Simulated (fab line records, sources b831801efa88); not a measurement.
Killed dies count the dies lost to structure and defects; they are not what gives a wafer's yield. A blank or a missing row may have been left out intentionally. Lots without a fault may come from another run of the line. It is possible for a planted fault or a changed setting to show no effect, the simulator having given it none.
fab line records	flow sfq-line
record lots=5	wafers=23
route steps=325 shown I4@163 JJ@182 M5@199 R5@213 I5@233 C5@244
start-h: start of the lot's first displayed wafer, in hours after the record's first day	wait-h: hours from the lot's prior step to this one	" same as the row above	L1.1+2: one row covering several wafers at once	- no value present, or no start provided	* or withheld: withheld	< > ~ a bound
route shown NAME@n: a module of which the file shows steps, and the number in the route of the first	usual: mean/standard deviation of fault-free wafers	same: alike in all rows	chamber/n: place in a boat	sites: each site's reading	_std_site: the standard deviation of these	_edge_site: outer sites' mean less inner sites'	radius-mm: for every site, how far away it sits from the centre of the wafer	mask NAME#n: copy n	behind: the last tool/chamber to shape the wafer	hold: reason for holding the lot/hours on hold/outcome of the hold	device: transistor that didn't switch, given as n, p or np	end of line: the same wafers' tests at the end of the route	a step given without rows: its recipe and nothing more	killed: the dies lost at the first sort to structure and to defects; this is not the yield of the wafer	map: per-die view of a wafer (x killed, . not killed, _ where there is no die)
set.NAME: the run value of the setting; set.NAME@STEP: its run value at that earlier step	model.NAME: the simulator's own value behind a step, which no gauge read
lots where settings were altered on purpose, with a table for each step and a row for each wafer
## steps
# step SFQ_TRILAYER_I4_DEP_PECVD_099
# recipe material=SiO2	temp-c=150	time-s=111.11	pressure-torr=2.4	rf-w=183.3	precursor=SiH4/N2O	target-thk-nm=500
lot.wafer	tool	chamber	start-h	wait-h	set.time-s	model.SiO2_of_TRILAYER_I4_DEP_PECVD_099.thk-nm
L078.1	pecvd-03	0	1071.98	0.0	111.11	502.7
L078.2	"	2	"	"	111.11	495.3
L078.3	"	1	"	"	111.11	494
L078.5	"	1	"	"	111.11	498
L078.6	"	0	"	"	111.11	511.4
L080.3	pecvd-03	2	1093.70	0.0	111.11	502.9
L080.4	"	1	"	"	111.11	511.6
L080.5	"	0	"	"	111.11	509.8
L082.1	pecvd-02	0	1163.55	0.0	111.11	501.4
L082.2	"	2	"	"	121.9	545.8
L082.3	"	1	"	"	121.9	548.3
L082.5	"	0	"	"	111.11	515.7
L082.6	"	2	"	"	111.11	508.1
L083.1	pecvd-04	2	1167.15	0.0	111.11	498.4
L083.3	"	1	"	"	103.1	457.4
L083.4	"	0	"	"	111.11	501
L083.5	"	1	"	"	103.1	470.6
L083.6	"	2	"	"	103.1	467
L084.1	pecvd-03	0	1169.14	0.0	111.11	498.3
L084.2	"	2	"	"	111.11	491.4
L084.3	"	1	"	"	111.11	494
L084.4	"	1	"	"	111.11	505.6
L084.6	"	2	"	"	111.11	505.1
# step SFQ_TRILAYER_I4_CMP_CMP_100
# recipe material=SiO2	down-force-psi=3	platen-rpm=60	pad-velocity-m-s=0.94248
# usual time-to-endpoint-s=215/6.1
lot.wafer	tool	chamber	start-h	wait-h	set.time-s@TRILAYER_I4_DEP_PECVD_099	time-to-endpoint-s
L078.3	cmp-01	1	1080.18	8.2	111.11	204
L078.1	"	2	"	"	111.11	212
L078.2	"	3	"	"	111.11	212
L078.6	"	1	1082.18	10.1	111.11	220
L078.5	"	2	"	"	111.11	207
L080.3	cmp-01	0	1101.18	7.4	111.11	215
L080.4	"	1	"	"	111.11	221
L080.5	"	1	1103.68	9.9	111.11	219
L082.1	cmp-02	0	1174.04	10.4	111.11	211
L082.2	"	2	1175.04	11.4	121.9	247
L082.3	"	3	"	"	121.9	256
L082.5	"	0	"	"	111.11	229
L082.6	"	1	"	"	111.11	225
L083.1	cmp-02	2	1177.04	9.8	111.11	210
L083.3	"	0	1178.04	10.8	103.1	184
L083.4	"	1	"	"	111.11	218
L083.5	"	2	"	"	103.1	189
L083.6	"	3	"	"	103.1	191
L084.4	cmp-01	3	1179.18	10.0	111.11	226
L084.1	"	0	"	"	111.11	213
L084.3	"	1	"	"	111.11	209
L084.2	"	2	"	"	111.11	211
L084.6	"	3	"	"	111.11	221
# step SFQ_TRILAYER_JJ_TRILAYER_DEP_SPUTTER_112
# recipe material=Nb	base-pressure-pa=1.33e-06	chamber-pressure-pa=0.1333	substrate-temp-c=20	target-thk-nm=170	power-w=2000	time-s=113.3
lot.wafer	tool	chamber	start-h	wait-h	set.power-w	model.Nb_of_TRILAYER_JJ_TRILAYER_DEP_SPUTTER_112.thk-nm
L078.1	pvd-sputter-03	-	1211.74	0.5	2085	181.2
L078.2	"	-	"	"	2000	171
L078.3	"	-	"	"	2085	181.6
L078.5	"	-	"	"	2000	172.3
L078.6	"	-	"	"	2085	181.4
L080.3	pvd-sputter-03	-	1232.58	0.5	2000	170.6
L080.4	"	-	"	"	2000	168
L080.5	"	-	"	"	2000	170.5
L082.1	pvd-sputter-04	-	1296.22	0.5	1877	158.9
L082.2	"	-	"	"	1877	159.1
L082.3	"	-	"	"	1877	158.8
L082.5	"	-	"	"	2000	170.6
L082.6	"	-	"	"	2000	168.9
L083.1	pvd-sputter-04	-	1299.82	0.5	2000	168.2
L083.3	"	-	"	"	2000	171
L083.4	"	-	"	"	2000	170.9
L083.5	"	-	"	"	2000	169.1
L083.6	"	-	"	"	2000	169.9
L084.1	pvd-sputter-03	-	1301.02	0.5	2215	189.2
L084.2	"	-	"	"	2000	170.5
L084.3	"	-	"	"	2215	190.3
L084.4	"	-	"	"	2000	168.5
L084.6	"	-	"	"	2000	173.4
# step SFQ_JJ_RS_MEAS_929
# recipe thk-meas-gauge=four-point-probe	reads=Nb_of_TRILAYER_JJ_TRILAYER_DEP_SPUTTER_112
# usual JJ_NB_RS=1.041/0.012
lot.wafer	tool	chamber	start-h	wait-h	set.power-w@TRILAYER_JJ_TRILAYER_DEP_SPUTTER_112	JJ_NB_RS[ohm/sq]
L078.1	film-metro-03	-	1211.82	0.0	2085	0.985
L078.2	"	-	"	"	2000	1.042
L078.3	"	-	"	"	2085	0.982
L078.5	"	-	"	"	2000	1.034
L078.6	"	-	"	"	2085	0.983
L080.3	film-metro-01	-	1232.70	0.1	2000	1.046
L080.4	"	-	"	"	2000	1.062
L080.5	"	-	"	"	2000	1.045
L082.1	film-metro-03	-	1296.30	0.0	1877	1.122
L082.2	"	-	"	"	1877	1.122
L082.3	"	-	"	"	1877	1.124
L082.5	"	-	"	"	2000	1.045
L082.6	"	-	"	"	2000	1.056
L083.1	film-metro-03	-	1299.90	0.0	2000	1.061
L083.3	"	-	"	"	2000	1.042
L083.4	"	-	"	"	2000	1.043
L083.5	"	-	"	"	2000	1.056
L083.6	"	-	"	"	2000	1.048
L084.1	film-metro-01	-	1301.10	0.0	2215	0.941
L084.2	"	-	"	"	2000	1.047
L084.3	"	-	"	"	2215	0.938
L084.4	"	-	"	"	2000	1.058
L084.6	"	-	"	"	2000	1.028
# step SFQ_TRILAYER_JJ_CE_LITHO_PEB_117
# recipe peb-temp-c=115	peb-time-s=60	resist=KrF
lot.wafer	tool	chamber	start-h	wait-h	set.peb-time-s
L078.1+2+3+5+6	litho-track-03	0	1327.23	1.0	60
L080.3+4+5	litho-track-04	0	1341.68	0.7	60
L082.1+6	litho-track-02	0	1399.97	1.0	55.2
L082.2+3+5	"	0	"	"	60
L083.1+5+6	litho-track-02	0	1402.37	1.0	60
L083.3+4	"	0	"	"	64.77
L084.1+6	litho-track-03	0	1404.77	1.0	60
L084.2+3+4	"	0	"	"	63.62
# step SFQ_TRILAYER_JJ_CE_LITHO_DEVELOP_116
# recipe time-s=60	resist=KrF
# step SFQ_TRILAYER_JJ_CE_METRO_MEASURE_117
# usual cd-nm=699.6/1.4
lot.wafer	tool	chamber	start-h	wait-h	set.peb-time-s@TRILAYER_JJ_CE_LITHO_PEB_117	cd-nm
L078.1	cd-sem-02	-	1327.56	0.0	60	700.3
L078.2	"	-	"	"	60	699.5
L078.3	"	-	"	"	60	700.3
L078.5	"	-	"	"	60	700.6
L078.6	"	-	"	"	60	700.8
L080.3	cd-sem-02	-	1342.36	0.4	60	698.6
L080.4	"	-	"	"	60	698.9
L080.5	"	-	"	"	60	698.6
L082.1	cd-sem-02	-	1400.30	0.0	55.2	712.2
L082.2	"	-	"	"	60	700.9
L082.3	"	-	"	"	60	700.2
L082.5	"	-	"	"	60	699.3
L082.6	"	-	"	"	55.2	714.3
L083.1	cd-sem-01	-	1402.70	0.0	60	699.3
L083.3	"	-	"	"	64.77	687.5
L083.4	"	-	"	"	64.77	687.7
L083.5	"	-	"	"	60	698.7
L083.6	"	-	"	"	60	697.6
L084.1	cd-sem-02	-	1405.10	0.0	60	701.7
L084.2	"	-	"	"	63.62	694.0
L084.3	"	-	"	"	63.62	693.5
L084.4	"	-	"	"	63.62	693.1
L084.6	"	-	"	"	60	701.6
# step SFQ_TRILAYER_JJ_CE_BARC_OPEN_RIE_150
# recipe mask-material=PR	chemistry=O2	target-depth-nm=240	target=BARC	icp-w=600	bias-w=80	pressure-mtorr=10	time-s=80
lot.wafer	tool	chamber	start-h	wait-h	set.bias-w	set.peb-time-s@TRILAYER_JJ_CE_LITHO_PEB_117	model.JJ.cd-nm
L078.1	rie-metal-03	0	1328.76	1.0	80	60	701.5
L078.2	"	1	"	"	85.59	60	700.7
L078.3+5	"	1,0	"	"	80	60	700.7
L078.6	"	1	"	"	85.59	60	701.5
L080.3	rie-metal-01	0	1343.19	0.6	80	60	698.5
L080.4+5	"	1	"	"	80	60	699.9
L082.1	rie-metal-02	1	1401.50	1.0	89.24	55.2	710.5
L082.2	"	0	"	"	80	60	700.1
L082.3	"	0	"	"	80	60	699.4
L082.5	"	0	"	"	89.24	60	698.1
L082.6	"	1	"	"	89.24	55.2	712.7
L083.1	rie-metal-03	1	1403.90	1.0	73.5	60	699.8
L083.3	"	0	"	"	73.5	64.77	688.6
L083.4	"	1	"	"	80	64.77	687.3
L083.5	"	0	"	"	80	60	700.1
L083.6	"	1	"	"	80	60	699.6
L084.1	rie-metal-01	0	1406.30	1.0	73.29	60	702.8
L084.2	"	1	"	"	73.29	63.62	695
L084.3	"	0	"	"	80	63.62	693.2
L084.4	"	1	"	"	80	63.62	694.3
L084.6	"	1	"	"	73.29	60	702.6
# step SFQ_TRILAYER_M5_LITHO_COAT_123
# recipe resist=KrF	spin-rpm=3000	resist-thk-nm=600
lot.wafer	tool	chamber	start-h	wait-h	set.spin-rpm	model.KrF_of_TRILAYER_M5_LITHO_COAT_123.thk-nm
L078.1+2	litho-track-01	0	1330.54	0.2	3000	601.4
L078.3	"	0	"	"	3000	599.7
L078.5	"	0	"	"	3000	601.2
L078.6	"	0	"	"	3000	600.3
L080.3	litho-track-03	0	1345.04	0.2	3000	599.4
L080.4	"	0	"	"	3000	599.5
L080.5	"	0	"	"	3000	598.8
L082.1	litho-track-03	0	1403.28	0.2	3000	598.3
L082.2+6	"	0	"	"	3000	598.7
L082.3	"	0	"	"	3093	589
L082.5	"	0	"	"	3093	590.1
L083.1	litho-track-02	0	1405.68	0.2	3000	598.4
L083.3	"	0	"	"	2854	614.7
L083.4	"	0	"	"	2854	614.6
L083.5	"	0	"	"	2854	611.6
L083.6	"	0	"	"	3000	597.2
L084.1	litho-track-03	0	1408.08	0.2	2920	604.9
L084.2	"	0	"	"	3000	594.8
L084.3	"	0	"	"	3000	596.3
L084.4	"	0	"	"	2920	603.1
L084.6	"	0	"	"	2920	603.8
# step SFQ_TRILAYER_M5_BARC_OPEN_METAL_ETCH_161
# recipe mask-material=PR	chemistry=O2	target-depth-nm=125	target=BARC	icp-w=600	bias-w=80	pressure-mtorr=10	time-s=41.7
lot.wafer	tool	chamber	start-h	wait-h	set.bias-w
L078.1+2+5	rie-metal-03	0,1,0	1435.35	0.0	80
L078.3+6	"	1	"	"	72.47
L080.3+4+5	rie-metal-04	0,1,0	1454.65	0.0	80
L082.1+3	rie-metal-02	0	1513.63	0.0	80
L082.2+5+6	"	1,1,0	"	"	72.71
L083.1+3+6	rie-metal-02	1,0,0	1517.23	0.0	76.57
L083.4+5	"	1	"	"	80
L084.1+2+3+4+6	rie-metal-04	1,0,0,1,0	1519.63	0.0	80
# step SFQ_TRILAYER_M5_ETCH_METAL_ETCH_126
# recipe target=Nb	stop-on=SiO2	mask-material=PR	over-etch-frac=0.15	time-s=203.2	chemistry=Cl2/BCl3	target-depth-nm=265	icp-w=600	bias-w=80	pressure-mtorr=10
lot.wafer	tool	chamber	start-h	wait-h	set.spin-rpm@TRILAYER_M5_LITHO_COAT_123	model.KrF_of_TRILAYER_M5_LITHO_COAT_123.thk-nm
L078.1	rie-metal-03	0	1435.41	0.0	3000	367.4
L078.2	"	1	"	"	3000	372.9
L078.3	"	1	"	"	3000	371.4
L078.5	"	0	"	"	3000	368.1
L078.6	"	1	"	"	3000	374.1
L080.3	rie-metal-04	0	1454.76	0.1	3000	374.5
L080.4	"	1	"	"	3000	369.3
L080.5	"	0	"	"	3000	374.7
L082.1	rie-metal-02	0	1513.69	0.0	3000	367.1
L082.2+6	"	1,0	"	"	3000	367.9
L082.3	"	0	"	"	3093	356.5
L082.5	"	1	"	"	3093	359
L083.1	rie-metal-02	1	1517.29	0.0	3000	364.1
L083.3	"	0	"	"	2854	382.3
L083.4	"	1	"	"	2854	380.1
L083.5	"	1	"	"	2854	378.5
L083.6	"	0	"	"	3000	362.5
L084.1	rie-metal-04	1	1519.69	0.0	2920	375.8
L084.2	"	0	"	"	3000	366.6
L084.3	"	0	"	"	3000	369.1
L084.4	"	1	"	"	2920	372.7
L084.6	"	0	"	"	2920	377
# step SFQ_TRILAYER_R5_DEP_SPUTTER_133
# recipe material=MoNx	base-pressure-pa=1.33e-06	target-thk-nm=40	power-w=1000	time-s=66.7	chamber-pressure-pa=0.4
lot.wafer	tool	chamber	start-h	wait-h	set.time-s	model.MoNx_of_TRILAYER_R5_DEP_SPUTTER_133.thk-nm
L078.1	pvd-sputter-03	-	1440.69	0.0	69.34	40.79
L078.2	"	-	"	"	69.34	41.68
L078.3	"	-	"	"	66.7	39.92
L078.5	"	-	"	"	66.7	39.87
L078.6	"	-	"	"	66.7	39.7
L080.3	pvd-sputter-06	-	1460.02	0.0	66.7	39.89
L080.4	"	-	"	"	66.7	39.9
L080.5	"	-	"	"	66.7	40.04
L082.1	pvd-sputter-06	-	1519.02	0.0	66.7	39.73
L082.2	"	-	"	"	66.7	39.99
L082.3	"	-	"	"	63.68	38.27
L082.5	"	-	"	"	63.68	38.04
L082.6	"	-	"	"	63.68	38.31
L083.1	pvd-sputter-05	-	1522.57	0.0	63.3	37.49
L083.3	"	-	"	"	63.3	38.06
L083.4	"	-	"	"	66.7	39.83
L083.5	"	-	"	"	63.3	37.99
L083.6	"	-	"	"	66.7	39.81
L084.1	pvd-sputter-03	-	1525.20	0.0	66.7	39.72
L084.2	"	-	"	"	66.7	39.57
L084.3	"	-	"	"	74.32	44.47
L084.4	"	-	"	"	66.7	39.82
L084.6	"	-	"	"	74.32	44.54
# step SFQ_TRILAYER_R5_DEP_SPUTTER_134
# recipe material=Ti	base-pressure-pa=1.33e-06	target-thk-nm=5	power-w=2000	time-s=5	chamber-pressure-pa=0.3903
# step SFQ_R5_RS_MEAS_933
# recipe thk-meas-gauge=four-point-probe	reads=Ti_of_TRILAYER_R5_DEP_SPUTTER_134+MoNx_of_TRILAYER_R5_DEP_SPUTTER_133+Ti_of_TRILAYER_R5_DEP_SPUTTER_132
# usual R5_MONX_RS=7.07/0.065
lot.wafer	tool	chamber	start-h	wait-h	set.time-s@TRILAYER_R5_DEP_SPUTTER_133	R5_MONX_RS[ohm/sq]
L078.1	film-metro-01	-	1440.77	0.0	69.34	6.94
L078.2	"	-	"	"	69.34	6.82
L078.3	"	-	"	"	66.7	7.10
L078.5	"	-	"	"	66.7	7.10
L078.6	"	-	"	"	66.7	7.12
L080.3	film-metro-02	-	1460.13	0.0	66.7	7.07
L080.4	"	-	"	"	66.7	7.08
L080.5	"	-	"	"	66.7	7.06
L082.1	film-metro-02	-	1519.09	0.0	66.7	7.07
L082.2	"	-	"	"	66.7	7.03
L082.3	"	-	"	"	63.68	7.31
L082.5	"	-	"	"	63.68	7.37
L082.6	"	-	"	"	63.68	7.31
L083.1	film-metro-02	-	1522.65	0.0	63.3	7.47
L083.3	"	-	"	"	63.3	7.37
L083.4	"	-	"	"	66.7	7.10
L083.5	"	-	"	"	63.3	7.39
L083.6	"	-	"	"	66.7	7.07
L084.1	film-metro-01	-	1525.28	0.0	66.7	7.11
L084.2	"	-	"	"	66.7	7.11
L084.3	"	-	"	"	74.32	6.40
L084.4	"	-	"	"	66.7	7.08
L084.6	"	-	"	"	74.32	6.36
# step SFQ_R5_THK_MEAS_934
# recipe thk-meas-gauge=xrf	reads=MoNx_of_TRILAYER_R5_DEP_SPUTTER_133
# usual R5_MONX_THK=39.5/0.42
lot.wafer	tool	chamber	start-h	wait-h	set.time-s@TRILAYER_R5_DEP_SPUTTER_133	R5_MONX_THK[nm]
L078.1	film-metro-01	-	1440.89	0.1	69.34	40.5
L078.2	"	-	"	"	69.34	41.2
L078.3	"	-	"	"	66.7	39.5
L078.5	"	-	"	"	66.7	39.5
L078.6	"	-	"	"	66.7	39.3
L080.3	film-metro-02	-	1460.23	0.1	66.7	39.4
L080.4	"	-	"	"	66.7	39.5
L080.5	"	-	"	"	66.7	39.5
L082.1	film-metro-02	-	1519.21	0.1	66.7	39.1
L082.2	"	-	"	"	66.7	39.8
L082.3	"	-	"	"	63.68	37.8
L082.5	"	-	"	"	63.68	37.9
L082.6	"	-	"	"	63.68	37.8
L083.1	film-metro-02	-	1522.77	0.1	63.3	36.9
L083.3	"	-	"	"	63.3	37.7
L083.4	"	-	"	"	66.7	39.2
L083.5	"	-	"	"	63.3	37.5
L083.6	"	-	"	"	66.7	39.4
L084.1	film-metro-01	-	1525.40	0.1	66.7	39.5
L084.2	"	-	"	"	66.7	39.0
L084.3	"	-	"	"	74.32	44.0
L084.4	"	-	"	"	66.7	39.5
L084.6	"	-	"	"	74.32	44.1
# step SFQ_TRILAYER_R5_LITHO_COAT_136
# recipe resist=KrF	spin-rpm=3000	resist-thk-nm=600
lot.wafer	tool	chamber	start-h	wait-h	set.resist-thk-nm	model.KrF_of_TRILAYER_R5_LITHO_COAT_136.thk-nm
L078.1	litho-track-01	0	1441.25	0.2	600	599.1
L078.2+6	"	0	"	"	600	598.5
L078.3	"	0	"	"	600	598.4
L078.5	"	0	"	"	600	598.6
L080.3	litho-track-03	0	1460.67	0.2	600	600.2
L080.4	"	0	"	"	600	602.8
L080.5	"	0	"	"	600	602.3
L082.1	litho-track-04	0	1519.57	0.2	600	602
L082.2	"	0	"	"	600	601.7
L082.3	"	0	"	"	600	603.6
L082.5	"	0	"	"	570.7	573.4
L082.6	"	0	"	"	570.7	571.2
L083.1+5	litho-track-03	0	1523.13	0.2	630.4	-
L083.3	"	0	"	"	600	-
L083.4	"	0	"	"	630.4	630.8
L083.6	"	0	"	"	600	602.2
L084.1	litho-track-01	0	1525.76	0.2	600	599
L084.2	"	0	"	"	600	599.6
L084.3+6	"	0	"	"	600	-
L084.4	"	0	"	"	600	598.5
# step SFQ_TRILAYER_I5_LITHO_PEB_147
# recipe peb-temp-c=115	peb-time-s=60	resist=KrF
lot.wafer	tool	chamber	start-h	wait-h	set.peb-temp-c
L078.1+5	litho-track-04	0	1561.40	1.0	115
L078.2+3+6	"	0	"	"	117.3
L080.3+4+5	litho-track-02	0	1584.25	0.7	115
L082.1+6	litho-track-01	0	1693.95	1.0	112.6
L082.2+3+5	"	0	"	"	115
L083.1+3+4+5+6	litho-track-02	0	1697.55	1.0	115
L084.1+6	litho-track-02	0	1701.15	1.0	115
L084.2+3+4	"	0	"	"	111.3
# step SFQ_TRILAYER_I5_LITHO_DEVELOP_146
# recipe time-s=60	resist=KrF
# step SFQ_TRILAYER_I5_BARC_OPEN_VIA_ETCH_200
# recipe mask-material=PR	chemistry=O2	target-depth-nm=125	target=BARC	source-w=500	bias-w=80	pressure-mtorr=30	time-s=41.7
lot.wafer	tool	chamber	start-h	wait-h	set.peb-temp-c@TRILAYER_I5_LITHO_PEB_147	model.I5.cd-nm
L078.1	rie-diel-01	3	1561.73	0.0	115	702.1
L078.2	"	0	"	"	117.3	737
L078.3	"	2	"	"	117.3	739.7
L078.5	"	2	"	"	115	702.3
L078.6	"	3	"	"	117.3	740.6
L080.3	rie-diel-02	0	1584.53	0.0	115	700.3
L080.4	"	2	"	"	115	701.1
L080.5	"	0	"	"	115	700
L082.1	rie-diel-03	0	1694.28	0.0	112.6	650.3
L082.2	"	3	"	"	115	698.8
L082.3	"	2	"	"	115	699.6
L082.5	"	1	"	"	115	699.5
L082.6	"	2	"	"	112.6	649.7
L083.1	rie-diel-02	3	1697.88	0.0	115	698.8
L083.3	"	0	"	"	115	701
L083.4	"	1	"	"	115	698.4
L083.5	"	3	"	"	115	699.2
L083.6	"	0	"	"	115	700.5
L084.1	rie-diel-01	1	1701.48	0.0	115	700
L084.2	"	3	"	"	111.3	623.4
L084.3	"	2	"	"	111.3	622.6
L084.4	"	0	"	"	111.3	619.5
L084.6	"	3	"	"	115	700.9
# step SFQ_TRILAYER_C5_LITHO_PEB_154
# recipe peb-temp-c=115	peb-time-s=60	resist=KrF
lot.wafer	tool	chamber	start-h	wait-h	set.peb-time-s
L078.1+2+5	litho-track-04	0	1584.47	1.0	60
L078.3+6	"	0	"	"	65.29
L080.3+4+5	litho-track-04	0	1609.67	0.7	60
L082.1+3+6	litho-track-03	0	1751.46	1.0	68.44
L082.2+5	"	0	"	"	60
L083.1+6	litho-track-03	0	1762.26	1.0	57.08
L083.3+4+5	"	0	"	"	60
L084.1+2+3	litho-track-04	0	1768.26	1.0	60
L084.4+6	"	0	"	"	68.05
# step SFQ_TRILAYER_C5_LITHO_DEVELOP_153
# recipe time-s=60	resist=KrF
# step SFQ_TRILAYER_C5_BARC_OPEN_VIA_ETCH_210
# recipe mask-material=PR	chemistry=O2	target-depth-nm=125	target=BARC	source-w=500	bias-w=80	pressure-mtorr=30	time-s=41.7
lot.wafer	tool	chamber	start-h	wait-h	set.peb-time-s@TRILAYER_C5_LITHO_PEB_154	model.C5.cd-nm
L078.1	rie-diel-01	0	1584.81	0.0	60	503.4
L078.2	"	1	"	"	60	502.1
L078.3	"	2	"	"	65.29	515.5
L078.5	"	1	"	"	60	503.1
L078.6	"	2	"	"	65.29	515.6
L080.3	rie-diel-01	2	1609.96	0.0	60	500.4
L080.4	"	3	"	"	60	499.7
L080.5	"	3	"	"	60	498.7
L082.1	rie-diel-01	2	1751.80	0.0	68.44	517.7
L082.2	"	0	"	"	60	500
L082.3	"	1	"	"	68.44	516.9
L082.5	"	2	"	"	60	499.1
L082.6	"	3	"	"	68.44	516.6
L083.1	rie-diel-01	3	1762.60	0.0	57.08	492.4
L083.3	"	2	"	"	60	500.5
L083.4	"	0	"	"	60	501.8
L083.5	"	1	"	"	60	501.1
L083.6	"	2	"	"	57.08	493.7
L084.1	rie-diel-04	3	1768.60	0.0	60	499.6
L084.2	"	0	"	"	60	501.6
L084.3	"	1	"	"	60	498.8
L084.4	"	2	"	"	68.05	516.6
L084.6	"	1	"	"	68.05	516.9
## key
split step=SFQ_TRILAYER_I4_DEP_PECVD_099	setting=time-s	stated=111.11	by=wafer
response step=SFQ_TRILAYER_I4_DEP_PECVD_099	reading=model.SiO2_of_TRILAYER_I4_DEP_PECVD_099.thk-nm	change=+4.27	per=1%	r=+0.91
response step=SFQ_TRILAYER_I4_CMP_CMP_100	reading=time-to-endpoint-s	change=*	per=1%	r=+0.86
split step=SFQ_TRILAYER_JJ_TRILAYER_DEP_SPUTTER_112	setting=power-w	stated=2000	by=wafer
response step=SFQ_TRILAYER_JJ_TRILAYER_DEP_SPUTTER_112	reading=model.Nb_of_TRILAYER_JJ_TRILAYER_DEP_SPUTTER_112.thk-nm	change=+1.82	per=1%	r=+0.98
response step=SFQ_JJ_RS_MEAS_929	reading=JJ_NB_RS	change=-0.0105	per=1%	r=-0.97
split step=SFQ_TRILAYER_JJ_CE_LITHO_PEB_117	setting=peb-time-s	stated=60	by=wafer
response step=SFQ_TRILAYER_JJ_CE_METRO_MEASURE_117	reading=cd-nm	change=-1.47	per=1%	r=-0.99
response step=SFQ_TRILAYER_JJ_CE_BARC_OPEN_RIE_150	reading=model.JJ.cd-nm	change=-1.5	per=1%	r=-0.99
split step=SFQ_TRILAYER_JJ_CE_BARC_OPEN_RIE_150	setting=bias-w	stated=80	by=wafer
response none clear
split step=SFQ_TRILAYER_M5_LITHO_COAT_123	setting=spin-rpm	stated=3000	by=wafer
response step=SFQ_TRILAYER_M5_LITHO_COAT_123	reading=model.KrF_of_TRILAYER_M5_LITHO_COAT_123.thk-nm	change=-3.15	per=1%	r=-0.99
response step=SFQ_TRILAYER_M5_ETCH_METAL_ETCH_126	reading=model.KrF_of_TRILAYER_M5_LITHO_COAT_123.thk-nm	change=-3.29	per=1%	r=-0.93
split step=SFQ_TRILAYER_M5_BARC_OPEN_METAL_ETCH_161	setting=bias-w	stated=80	by=wafer
response none clear
split step=SFQ_TRILAYER_R5_DEP_SPUTTER_133	setting=time-s	stated=66.7	by=wafer
response step=SFQ_TRILAYER_R5_DEP_SPUTTER_133	reading=model.MoNx_of_TRILAYER_R5_DEP_SPUTTER_133.thk-nm	change=+0.405	per=1%	r=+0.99
response step=SFQ_R5_RS_MEAS_933	reading=R5_MONX_RS	change=-0.0626	per=1%	r=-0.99
response step=SFQ_R5_THK_MEAS_934	reading=R5_MONX_THK	change=+0.399	per=1%	r=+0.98
split step=SFQ_TRILAYER_R5_LITHO_COAT_136	setting=resist-thk-nm	stated=600	by=wafer
response step=SFQ_TRILAYER_R5_LITHO_COAT_136	reading=model.KrF_of_TRILAYER_R5_LITHO_COAT_136.thk-nm	change=+6	per=1%	r=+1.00
split step=SFQ_TRILAYER_I5_LITHO_PEB_147	setting=peb-temp-c	stated=115	by=wafer
response step=SFQ_TRILAYER_I5_BARC_OPEN_VIA_ETCH_200	reading=model.I5.cd-nm	change=+23	per=1%	r=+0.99
split step=SFQ_TRILAYER_C5_LITHO_PEB_154	setting=peb-time-s	stated=60	by=wafer
response step=SFQ_TRILAYER_C5_BARC_OPEN_VIA_ETCH_210	reading=model.C5.cd-nm	change=+1.3	per=1%	r=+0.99
